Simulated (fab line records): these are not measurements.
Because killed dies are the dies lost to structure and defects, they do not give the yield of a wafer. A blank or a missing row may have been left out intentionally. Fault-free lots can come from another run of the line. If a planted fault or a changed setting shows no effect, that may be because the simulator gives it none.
Which of the tools did it? | flow sky130 | 12 lots with 36 wafers sampled at 5 steps, on a route of 708 steps

## WHAT THE GAUGES READ, wafer by wafer
SKY_CONTACT_RS_MEAS_25: uses a four-point probe to measure.
lot  | measured     | on            | CONTACT_W_RS (ohm/sq)
L432 | day 31 08:56 | film_metro-03 | 0.336 0.334 0.336
L433 | day 31 21:27 | film_metro-03 | 0.339 0.336 0.341
L435 | day 32 21:31 | film_metro-03 | 0.338 0.323 0.337
L437 | day 33 06:56 | film_metro-01 | 0.341 0.338 0.339
L439 | day 33 23:02 | film_metro-04 | 0.326 0.339 0.337
L441 | day 34 13:39 | film_metro-04 | 0.328 0.342 0.344
L448 | day 37 08:13 | film_metro-03 | 0.340 0.339 0.327
L449 | day 38 01:38 | film_metro-01 | 0.324 0.322 0.334
L450 | day 38 03:48 | film_metro-03 | 0.340 0.342 0.343
L451 | day 38 03:59 | film_metro-01 | 0.340 0.334 0.335
L454 | day 38 15:10 | film_metro-04 | 0.325 0.340 0.340
L455 | day 39 00:47 | film_metro-03 | 0.333 0.339 0.338

SKY_CONTACT_THK_MEAS_26: measures by xrf.
lot  | measured     | on            | CONTACT_W_THK (nm)
L432 | day 31 09:03 | film_metro-03 | 332 337 334
L433 | day 31 21:34 | film_metro-03 | 331 333 329
L435 | day 32 21:38 | film_metro-03 | 338 350 339
L437 | day 33 07:03 | film_metro-01 | 330 332 331
L439 | day 33 23:10 | film_metro-04 | 350 338 340
L441 | day 34 13:46 | film_metro-04 | 346 334 333
L448 | day 37 08:20 | film_metro-03 | 330 335 346
L449 | day 38 01:43 | film_metro-01 | 344 346 333
L450 | day 38 03:55 | film_metro-03 | 332 333 331
L451 | day 38 04:07 | film_metro-01 | 330 334 336
L454 | day 38 15:17 | film_metro-04 | 353 339 338
L455 | day 39 00:53 | film_metro-03 | 333 328 330

SKY_METAL1_RS_MEAS_05: uses a four-point probe to measure.
lot  | measured     | on            | METAL1_ALCU_RS (ohm/sq)
L432 | day 31 09:34 | film_metro-03 | 0.1277 0.1255 0.1267
L433 | day 31 22:04 | film_metro-04 | 0.1256 0.1272 0.1274
L435 | day 32 22:08 | film_metro-03 | 0.1273 0.1264 0.1265
L437 | day 33 07:33 | film_metro-02 | 0.1254 0.1254 0.1254
L439 | day 33 23:40 | film_metro-04 | 0.1270 0.1260 0.1252
L441 | day 34 14:16 | film_metro-03 | 0.1310 0.1305 0.1298
L448 | day 37 08:59 | film_metro-03 | 0.1286 0.1273 0.1281
L449 | day 38 02:15 | film_metro-02 | 0.1260 0.1266 0.1286
L450 | day 38 04:25 | film_metro-04 | 0.1259 0.1258 0.1261
L451 | day 38 04:37 | film_metro-03 | 0.1267 0.1267 0.1257
L454 | day 38 15:47 | film_metro-03 | 0.1263 0.1261 0.1274
L455 | day 39 01:24 | film_metro-04 | 0.1244 0.1238 0.1243

SKY_VIA1_THK_MEAS_01.
lot  | measured     | on            | VIA1_HDPCVD_THK (nm)
L432 | day 32 14:10 | film_metro-01 | 1030 1041 1031
L433 | day 33 02:52 | film_metro-01 | 1035 1023 1034
L435 | day 34 03:10 | film_metro-02 | 1032 1018 1024
L437 | day 34 11:37 | film_metro-04 | 1050 1034 1055
L439 | day 35 03:52 | film_metro-01 | 1025 823 1034
L441 | day 35 18:08 | film_metro-01 | 1050 1038 825
L448 | day 38 12:11 | film_metro-04 | 1034 1028 1030
L449 | day 39 04:20 | film_metro-02 | 1034 1036 1021
L450 | day 39 06:35 | film_metro-01 | 1017 1026 1022
L451 | day 39 06:57 | film_metro-04 | 1038 1036 1027
L454 | day 39 17:29 | film_metro-04 | 1026 1020 1014
L455 | day 40 02:41 | film_metro-01 | 1047 1049 1047

## EACH LOT AND THE TOOL THAT RAN IT (in order: tool; ch and the chambers of the sampled wafers; start)
lot  | SKY_VIA1_HDPCVD_00
L432 | hdpcvd-02 ch 0,2, day 32 14:03
L433 | hdpcvd-01 ch 0,2, day 33 02:45
L435 | hdpcvd-01 ch 0,1, day 34 03:04
L437 | hdpcvd-01 ch 0,1,2, day 34 11:30
L439 | hdpcvd-01 ch 0,1,2, day 35 03:46
L441 | hdpcvd-01 ch 0,2, day 35 18:01
L448 | hdpcvd-01 ch 0,2, day 38 12:05
L449 | hdpcvd-01 ch 0,1,2, day 39 04:15
L450 | hdpcvd-02 ch 0,1, day 39 06:28
L451 | hdpcvd-01 ch 0,2, day 39 06:50
L454 | hdpcvd-02 ch 0,1,2, day 39 17:22
L455 | hdpcvd-02 ch 1,2, day 40 02:34
- SKY_VIA1_HDPCVD_00: deposits SiO2, target thk 1030 nm, time 171.7 s.

## AS READ BY THE TOOLS THEMSELVES (means over the sampled wafers that have a number; for cases with no such wafer, the mark the record gives instead)
SKY_VIA1_HDPCVD_00.
lot  | tool      | sih4_flow_sccm (sccm)
L432 | hdpcvd-02 | 60.16
L433 | hdpcvd-01 | 60.03
L435 | hdpcvd-01 | 59.89
L437 | hdpcvd-01 | 60.07
L439 | hdpcvd-01 | 55.94
L441 | hdpcvd-01 | 55.87
L448 | hdpcvd-01 | 60.03
L449 | hdpcvd-01 | 60.04
L450 | hdpcvd-02 | 59.93
L451 | hdpcvd-01 | 60.06
L454 | hdpcvd-02 | 60.11
L455 | hdpcvd-02 | 59.82

## THE ANSWER, worked out from the rows above alone
Rule: what is usual is taken from the lots themselves. Put in order of their means at a reading, lots are off if they are a third of the lots or fewer, leave a main group of 4 or more, and stand apart from it by a gap of 3 or more times the standard deviation of the main group's means; of several such gaps the widest counts. A main group is skipped when, at the precision printed for the reading in the tables above, its means are all equal. Also off: a lot with no number at a reading for which 4 or more lots have one. Where the step has rows for the other lots, those lots are counted as sound. After the gauges, taken in route order, come the tools' own readings; for these a lot's mean is taken, as printed above. At the first step where some lot is off, the reading lying furthest off is the one used; lots without a number count as furthest.
Off: at SKY_VIA1_THK_MEAS_01 (VIA1_HDPCVD_THK), L439, L441. Mean 1032 nm and standard deviation 8.8 in the main group.
If a tool, at a process step before that reading, ran all the lots that are off and no sound lot after the first of them, it fits. Not tried: the gauges at SKY_VIA1_THK_MEAS_01; whatever is off there is also off at SKY_VIA1_HDPCVD_00, on other tools, and gauge error can't account for it. No candidate that was tried fits.

## WHAT THE SIMULATOR HAD PUT IN
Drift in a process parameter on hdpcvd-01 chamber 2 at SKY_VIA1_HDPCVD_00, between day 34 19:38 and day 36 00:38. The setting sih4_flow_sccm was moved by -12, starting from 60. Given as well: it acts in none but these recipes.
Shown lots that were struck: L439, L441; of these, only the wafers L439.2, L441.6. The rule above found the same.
